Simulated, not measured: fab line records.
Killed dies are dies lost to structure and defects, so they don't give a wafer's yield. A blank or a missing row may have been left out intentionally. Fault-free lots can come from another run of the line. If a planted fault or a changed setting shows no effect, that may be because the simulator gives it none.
fab line records	flow sky130
record: lots: 12	wafers: 36	lastDay: 50
route steps=708 shown METAL4@631 VIA4@659 PASSIVATION@692 PAD_OPEN@708
lots that met no fault: from a run of the same line without faults
startH: start of the lot's first displayed wafer, in hours after the record's first day	waitH: how many hours have passed since the lot's step before this one	" identical to the entry in the row above	L1.1+2: a single row standing in for several wafers	- either no value or no given start	* or withheld: withheld	< > ~ a bound
route shown NAME@n: a module of which the file shows steps, and the number in the route of the first	usual: mean/standard deviation of fault-free wafers	same: alike in all rows	chamber/n: place in a boat	sites: each site's reading	_std_site: their standard deviation	_edge_site: inner sites' mean taken away from outer sites' mean	radiusMm: for every site, how far away it sits from the centre of the wafer	mask NAME#n: copy n	behind: the last tool/chamber to shape the wafer	hold: why the lot was held/for how many hours/how that ended	device: transistor that didn't switch, given as n, p or np	end of line: the same wafers' tests at the end of the route	where a step has no rows: the recipe by itself	killed: not the wafer's yield, but the dies lost to structure and defects at the first sort	map: per-die view of a wafer (x killed, . not killed, _ where there is no die)
set.NAME: setting as actually run; set.NAME@STEP: the setting as run at that earlier step	model.NAME: the simulator's own value behind a step, which no gauge read
steps of the route over a sample of lots; a table a step, a row a wafer
services: a tool's chamber out of use, with start hour (startH, from the record's first day; less than 0 if before it), hours out, and reason
== steps ==
step: SKY_METAL4_DESCUM_15
recipe: chemistry: O2	sourcePowerW: 150	biasPowerW: 0	pressureMtorr: 10	tempC: 40	timeS: 8
usual: drypumpMotorCurrentA: 5.8/0.48	oesProductAu: 0.996/0.0083
lot.wafer	tool	chamber	startH	waitH	drypumpMotorCurrentA	oesProductAu	rfHoursCounterH
L692.1	rieMetal-02	1	1006.21	0.0	5.8	1.004	4
L692.2	"	0	"	"	6.4	1.004	8
L692.6	"	1	"	"	5.8	1.012	-
L694.2	rieMetal-02	1	1008.95	0.0	5.8	1.014	4
L694.4	"	0	"	"	6.4	1.001	-
L694.5	"	1	"	"	5.8	1.004	-
L693.1	rieMetal-04	1	1010.00	0.0	5.4	0.996	16
L693.2	"	0	"	"	6.0	0.995	4
L693.4	"	1	"	"	5.4	0.981	-
L695.1	rieMetal-04	0	1011.33	0.0	6.1	0.989	4
L695.3	"	0	"	"	6.1	0.994	-
L695.5	"	1	"	"	5.4	0.988	-
L699.1	rieMetal-01	1	1041.58	0.0	5.1	0.988	13
L699.5	"	0	"	"	6.1	0.997	-
L699.6	"	1	"	"	5.1	0.985	-
L700.2	rieMetal-02	0	1044.15	0.0	6.4	0.998	10
L700.3	"	1	"	"	5.8	0.992	-
L700.4	"	0	"	"	6.4	1.001	-
L702.2	rieMetal-01	1	1052.78	0.0	5.1	0.993	14
L702.3	"	1	"	"	5.1	1.003	-
L702.5	"	1	"	"	5.1	0.989	-
L706.2	rieMetal-01	0	1086.08	0.0	6.1	1.008	17
L706.3	"	0	"	"	6.1	0.987	-
L706.5	"	1	"	"	5.1	1.001	-
L707.2	rieMetal-01	0	1091.40	0.0	6.1	0.977	18
L707.3	"	1	"	"	5.1	0.984	-
L707.5	"	1	"	"	5.0	0.992	-
L709.1	rieMetal-04	1	1107.11	0.0	5.4	0.992	24
L709.3	"	0	"	"	6.0	0.997	-
L709.6	"	0	"	"	6.0	1.002	-
L713.2	rieMetal-02	0	1137.98	0.0	6.4	0.996	16
L713.4	"	1	"	"	5.8	1.008	-
L713.6	"	0	"	"	6.4	0.991	-
L712.3	rieMetal-04	0	1141.22	0.0	6.1	0.986	-
L712.5	"	0	"	"	6.1	0.998	-
L712.6	"	1	"	"	5.4	0.983	-
step: SKY_METAL4_ETCH_17
recipe: target: SiO2	stopOn: TiN	chemistry: C4F8/O2/Ar	sourceW: 1500	biasW: 1200	pressureMtorr: 40	c4f8FlowSccm: withheld	O2_flow_sccm: 6	Ar_flow_sccm: 300	timeS: 3.9	targetDepthA: 150
usual: oesProductAu: 0.753/0.0068
lot.wafer	tool	chamber	startH	waitH	oesProductAu
L692.1	rieDiel-02	0	1006.34	0.1	0.751
L692.2	"	1	"	"	0.758
L692.6	"	2	"	"	0.753
L694.2	rieDiel-04	0	1009.08	0.1	0.736
L694.4	"	1	"	"	0.754
L694.5	"	3	"	"	0.745
L693.1	rieDiel-02	0	1010.13	0.1	0.736
L693.2	"	2	"	"	0.747
L693.4	"	2	"	"	0.758
L695.1	rieDiel-01	3	1011.46	0.1	0.738
L695.3	"	0	"	"	0.747
L695.5	"	3	"	"	0.753
L699.1	rieDiel-02	2	1041.71	0.1	0.745
L699.5	"	2	"	"	0.759
L699.6	"	0	"	"	0.758
L700.2	rieDiel-04	0	1044.28	0.1	0.762
L700.3	"	2	"	"	0.745
L700.4	"	1	"	"	0.747
L702.2	rieDiel-04	0	1052.91	0.1	0.742
L702.3	"	1	"	"	0.750
L702.5	"	0	"	"	0.756
L706.2	rieDiel-04	2	1086.21	0.1	0.757
L706.3	"	1	"	"	0.754
L706.5	"	2	"	"	0.762
L707.2	rieDiel-02	1	1091.53	0.1	0.750
L707.3	"	0	"	"	0.739
L707.5	"	0	"	"	0.753
L709.1	rieDiel-02	0	1107.24	0.1	0.753
L709.3	"	1	"	"	0.752
L709.6	"	2	"	"	0.760
L713.2	rieDiel-04	1	1138.11	0.1	0.758
L713.4	"	2	"	"	0.763
L713.6	"	0	"	"	0.761
L712.3	rieDiel-01	1	1141.34	0.0	0.748
L712.5	"	0	"	"	0.754
L712.6	"	1	"	"	0.751
step: SKY_VIA4_THK_MEAS_20
recipe: thkMeasGauge: xrf	reads: W_of_VIA4_CVD_18
usual: VIA4_W_THK: 514/9.6
lot.wafer	tool	chamber	startH	waitH	VIA4_W_THK[nm]
L692.1	filmMetro-01	-	1030.98	0.1	519
L692.2	"	-	"	"	514
L692.6	"	-	"	"	519
L694.2	filmMetro-03	-	1033.65	0.1	507
L694.4	"	-	"	"	511
L694.5	"	-	"	"	504
L693.1	filmMetro-03	-	1034.92	0.1	514
L693.2	"	-	"	"	509
L693.4	"	-	"	"	512
L695.1	filmMetro-01	-	1036.62	0.1	512
L695.3	"	-	"	"	513
L695.5	"	-	"	"	514
L699.1	filmMetro-01	-	1065.18	0.1	511
L699.5	"	-	"	"	517
L699.6	"	-	"	"	513
L700.2	filmMetro-03	-	1068.18	0.1	503
L700.3	"	-	"	"	504
L700.4	"	-	"	"	501
L702.2	filmMetro-02	-	1076.05	0.1	523
L702.3	"	-	"	"	525
L702.5	"	-	"	"	523
L706.2	filmMetro-02	-	1109.18	0.1	528
L706.3	"	-	"	"	523
L706.5	"	-	"	"	526
L707.2	filmMetro-03	-	1115.25	0.1	521
L707.3	"	-	"	"	519
L707.5	"	-	"	"	511
L709.1	filmMetro-03	-	1127.51	0.1	508
L709.3	"	-	"	"	504
L709.6	"	-	"	"	505
L713.2	filmMetro-02	-	1157.95	0.1	531
L713.4	"	-	"	"	530
L713.6	"	-	"	"	530
L712.3	filmMetro-03	-	1161.15	0.1	502
L712.5	"	-	"	"	506
L712.6	"	-	"	"	511
step: SKY_PASSIVATION_ETCH_11
recipe: chemistry: CF4/O2	targetDepthNm: 725	stopOn: AlCu	sourceW: 800	biasW: 150	pressureMtorr: 150	cf4FlowSccm: 80	O2_flow_sccm: 10	timeS: 161.1
usual: O2_flow_sccm: 10.00/0.031	drypumpMotorCurrentA: 5.7/0.4	oesProductAu: 0.977/0.0068	throttleValvePct: 5.964/0.0089
lot.wafer	tool	chamber	startH	waitH	O2_flow_sccm	drypumpMotorCurrentA	oesProductAu	rfHoursCounterH	throttleValvePct
L692.1	rieDiel-03	1	1074.07	-	10.02	5.1	0.980	16	5.951
L692.2	"	0	"	"	9.98	6.1	0.975	16	5.962
L692.6	"	0	"	"	9.99	6.1	0.980	-	5.961
L694.2	rieDiel-03	2	1077.65	-	9.98	5.5	0.979	25	5.964
L694.4	"	1	"	"	9.97	5.1	0.974	16	5.963
L694.5	"	3	"	"	9.95	5.6	0.989	-	5.969
L693.1	rieDiel-01	2	1078.97	-	10.03	5.6	0.971	22	5.965
L693.2	"	1	"	"	10.04	5.6	0.964	10	5.955
L693.4	"	3	"	"	10.01	6.2	0.979	26	5.967
L695.1	rieDiel-04	3	1080.82	-	10.02	5.2	0.966	14	5.951
L695.3	"	2	"	"	10.05	5.4	0.964	19	5.950
L695.5	"	3	"	"	10.04	5.3	0.971	-	5.975
L699.1	rieDiel-03	3	1108.79	-	9.97	5.6	0.957	26	5.971
L699.5	"	0	"	"	10.01	6.1	0.972	-	5.955
L699.6	"	1	"	"	9.95	5.1	0.974	-	5.953
L700.2	rieDiel-04	3	1111.34	-	9.99	5.3	0.975	15	5.969
L700.3	"	2	"	"	10.04	5.4	0.969	20	5.952
L700.4	"	0	"	"	10.01	6.6	0.988	19	5.938
L702.2	rieDiel-04	1	1118.39	-	9.99	6.5	0.973	16	5.954
L702.3	"	0	"	"	9.95	6.6	0.973	19	5.963
L702.5	"	3	"	"	10.06	5.2	0.984	-	5.961
L706.2	rieDiel-03	3	1146.45	-	9.95	5.6	0.988	27	5.957
L706.3	"	1	"	"	9.99	5.1	0.986	19	5.967
L706.5	"	0	"	"	9.95	6.0	0.984	-	5.975
L707.2	rieDiel-03	2	1155.14	-	9.97	5.5	0.979	28	5.956
L707.3	"	1	"	"	9.94	5.1	0.972	19	5.967
L707.5	"	1	"	"	9.97	5.1	0.974	-	5.965
L709.1	rieDiel-01	0	1165.82	-	9.99	5.9	0.973	14	5.958
L709.3	"	1	"	"	10.03	5.6	0.980	13	5.962
L709.6	"	1	"	"	9.98	5.6	0.973	-	5.959
L713.2	rieDiel-01	3	1191.99	-	9.99	6.2	0.973	1	5.958
L713.4	"	2	"	"	10.02	5.6	0.981	26	5.964
L713.6	"	1	"	"	10.05	5.6	0.989	-	5.966
L712.3	rieDiel-01	0	1193.34	-	9.99	5.9	0.978	15	5.962
L712.5	"	3	"	"	10.04	6.2	0.973	-	5.969
L712.6	"	0	"	"	10.01	5.9	0.982	-	5.947
step: SKY_PAD_OPEN_PROBE_99
usual: defectLimitedYield: 81.9/1.9	killed_at_M0_to_M3: 45/7.9	killed_at_M4_up: 2.9/1.8	killedAtContacts: 25/5.5	killedAtFrontEnd: 16/4.4	killedAtOther: 0.3/0.58	killedDies: 89/9.4	killedOpen: 49/6.8	killedShort: 40/6.3	sort_bin_3_pad_short: 0.9/0.41	sort_bin_5_function: 10.8/1.5	sort_bin_6_memory: 6.4/1.2	sortNPass: 403/9.4	sortYieldPct: 81.9/1.9
same: grossDies: 492	killedAtBackSide: 0	sort_bin_4_leakage[%]: 0	sort_bin_8_speed[%]: 0
lot.wafer	tool	chamber	startH	waitH	defectLimitedYield[%]	killed_at_M0_to_M3	killed_at_M4_up	killedAtContacts	killedAtFrontEnd	killedAtOther	killedDies	killedOpen	killedShort	sort_bin_3_pad_short[%]	sort_bin_5_function[%]	sort_bin_6_memory[%]	sortNPass	sortYieldPct[%]
L699.1	prober-02	-	1128.44	0.1	79.3	52	10	25	15	0	102	39	61	1.2	11.8	7.7	390	79.3
L699.5	prober-02	-	1128.64	0.2	82.5	43	2	26	15	0	86	39	46	0.8	10.0	6.7	406	82.5
L699.6	prober-02	-	1128.69	0.2	83.9	51	1	19	8	0	79	39	40	0.8	9.6	5.7	413	83.9
L700.2	prober-02	-	1130.85	0.1	77.2	45	2	26	13	26	112	42	43	1.4	15.7	5.7	380	77.2
L700.3	prober-02	-	1130.90	0.2	83.9	39	1	28	11	0	79	52	27	1.0	8.7	6.3	413	83.9
L700.4	prober-02	-	1130.95	0.2	83.7	27	4	33	16	0	80	45	35	1.2	7.7	7.3	412	83.7
L702.2	prober-02	-	1139.31	0.1	82.5	38	1	25	22	0	86	55	31	1.0	10.0	6.5	406	82.5
L702.3	prober-02	-	1139.36	0.2	81.3	38	1	32	21	0	92	47	45	1.2	10.8	6.7	400	81.3
L702.5	prober-02	-	1139.46	0.2	78.7	38	3	24	16	24	105	43	38	2.2	12.4	6.7	387	78.7
L707.2	prober-01	-	1174.93	0.1	82.3	40	5	24	18	0	87	46	40	1.0	10.6	6.1	405	82.3
L707.3	prober-01	-	1174.98	0.2	83.5	38	2	31	9	1	81	44	36	0.8	9.1	6.5	411	83.5
L707.5	prober-01	-	1175.08	0.2	81.7	48	1	24	17	0	90	57	33	0.2	11.2	6.9	402	81.7
killed by level:class
L699.1 METAL2:geometricParticle:short=13 METAL4:geometricParticle:short=8 CONTACT:geometricParticle:open=8 VIA1:geometricParticle:open=8 LOCAL_INTERCONNECT:geometricParticle:short=7 METAL3:geometricParticle:short=7 FIELD_ISO:geometricParticle:open=5 METAL1:geometricParticle:short=5
L699.5 METAL2:geometricParticle:short=9 LI_CONTACT:geometricParticle:open=7 VIA3:geometricParticle:open=7 METAL3:geometricParticle:short=6 CONTACT:geometricParticle:short=6 CONTACT:geometricParticle:open=6 VIA2:geometricParticle:open=5 FIELD_ISO:geometricParticle:open=4
L699.6 VIA2:geometricParticle:open=14 CONTACT:geometricParticle:open=7 METAL1:geometricParticle:short=7 VIA1:geometricParticle:open=6 FIELD_ISO:geometricParticle:short=5 VIA1:geometricParticle:short=5 LOCAL_INTERCONNECT:geometricParticle:short=4 VIA3:geometricParticle:open=4
L700.2 PASSIVATION:unspecified=26 VIA1:geometricParticle:open=9 VIA3:geometricParticle:open=9 CONTACT:geometricParticle:open=8 CONTACT:geometricParticle:short=7 VIA1:geometricParticle:short=7 METAL2:geometricParticle:short=7 LI_CONTACT:geometricParticle:open=5
L700.3 CONTACT:geometricParticle:open=14 VIA1:geometricParticle:open=10 VIA3:geometricParticle:open=7 LI_CONTACT:geometricParticle:open=6 METAL2:geometricParticle:short=5 CONTACT:geometricParticle:short=4 VIA2:geometricParticle:open=4 METAL1:geometricParticle:open=3
L700.4 CONTACT:geometricParticle:open=11 LI_CONTACT:geometricParticle:open=8 VIA1:geometricParticle:open=7 VIA2:geometricParticle:open=6 FIELD_ISO:geometricParticle:short=5 LOCAL_INTERCONNECT:geometricParticle:short=5 CONTACT:geometricParticle:short=5 METAL2:geometricParticle:short=5
L702.2 CONTACT:geometricParticle:open=13 VIA1:geometricParticle:open=10 FIELD_ISO:geometricParticle:open=7 VIA2:geometricParticle:open=7 METAL1:geometricParticle:short=5 LI_CONTACT:geometricParticle:short=5 POLY_GATE:geometricParticle:open=5 LI_CONTACT:geometricParticle:open=4
L702.3 LI_CONTACT:geometricParticle:open=13 CONTACT:geometricParticle:open=9 VIA3:geometricParticle:open=7 VIA2:geometricParticle:open=6 POLY_GATE:geometricParticle:short=5 POLY_GATE:geometricParticle:open=5 LOCAL_INTERCONNECT:geometricParticle:short=5 METAL2:geometricParticle:short=5
L702.5 PASSIVATION:unspecified=24 LI_CONTACT:geometricParticle:open=8 VIA2:geometricParticle:open=6 LI_CONTACT:geometricParticle:short=5 CONTACT:geometricParticle:open=5 METAL1:geometricParticle:short=5 VIA1:geometricParticle:open=5 FIELD_ISO:geometricParticle:open=4
L707.2 VIA1:geometricParticle:open=9 VIA2:geometricParticle:open=7 LI_CONTACT:geometricParticle:open=6 FIELD_ISO:geometricParticle:open=5 FIELD_ISO:geometricParticle:short=5 LOCAL_INTERCONNECT:geometricParticle:short=5 METAL1:geometricParticle:short=5 METAL2:geometricParticle:short=5
L707.3 CONTACT:geometricParticle:open=13 VIA3:geometricParticle:open=8 METAL1:geometricParticle:short=7 LI_CONTACT:geometricParticle:open=6 CONTACT:geometricParticle:short=5 VIA1:geometricParticle:open=5 VIA1:geometricParticle:short=4 VIA2:geometricParticle:open=4
L707.5 VIA1:geometricParticle:open=14 CONTACT:geometricParticle:open=11 FIELD_ISO:geometricParticle:open=7 LI_CONTACT:geometricParticle:open=7 VIA2:geometricParticle:open=6 METAL1:geometricParticle:short=5 VIA1:geometricParticle:short=5 METAL2:geometricParticle:short=4
== services ==
tool	chamber	startH	hours	kind
rieDiel-02	1	986.29	13.4	repair
rieMetal-02	0	989.59	11.3	repair
rieDiel-02	3	998.06	46.5	repair
rieDiel-01	2	1009.53	18.0	repair
rieDiel-04	0	1009.69	4.9	repair
rieDiel-03	-	1011.12	0.2	repair
rieMetal-02	0	1027.28	14.8	repair
rieDiel-01	1	1033.77	5.8	repair
rieMetal-04	-	1046.06	2.8	pm
rieDiel-04	2	1052.84	2.4	repair
rieDiel-04	-	1061.96	0.6	repair
rieMetal-04	-	1064.67	0.1	repair
rieMetal-02	-	1069.62	14.6	pm
rieDiel-02	1	1076.30	5.8	repair
rieDiel-03	2	1088.10	1.3	repair
rieDiel-01	3	1096.01	2.4	repair
rieDiel-01	3	1150.79	-	clean
rieDiel-01	3	1150.79	-	consumableReplace:focusRing
rieDiel-01	3	1150.79	18.5	scheduledDown
rieDiel-02	1	1151.34	4.9	repair
rieMetal-02	1	1152.97	14.2	repair
rieDiel-04	0	1157.48	2.4	repair
rieMetal-04	0	1166.41	5.1	repair
rieDiel-01	-	1181.52	1.6	repair
== key ==
firstSign: step: SKY_PAD_OPEN_PROBE_99	reading: killedAtOther	direction: up	sigmas: 25	usual: 0.3	struck: 25
effect none on later readings
metAt SKY_PASSIVATION_ETCH_11
struckLots L700,L702
struckWafers L700.2,L702.5
notActingAt SKY_METAL4_DESCUM_15,SKY_METAL4_ETCH_17,SKY_VIA4_THK_MEAS_20
onsetBetween 1080.82 1111.34
fault: kind: chamberParticleSource	tool: rieDiel-04	chamber: 3	onsetH: 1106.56	steps: SKY_PASSIVATION_ETCH_11	ratePerVisitCm2: 0.45204	endH: 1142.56
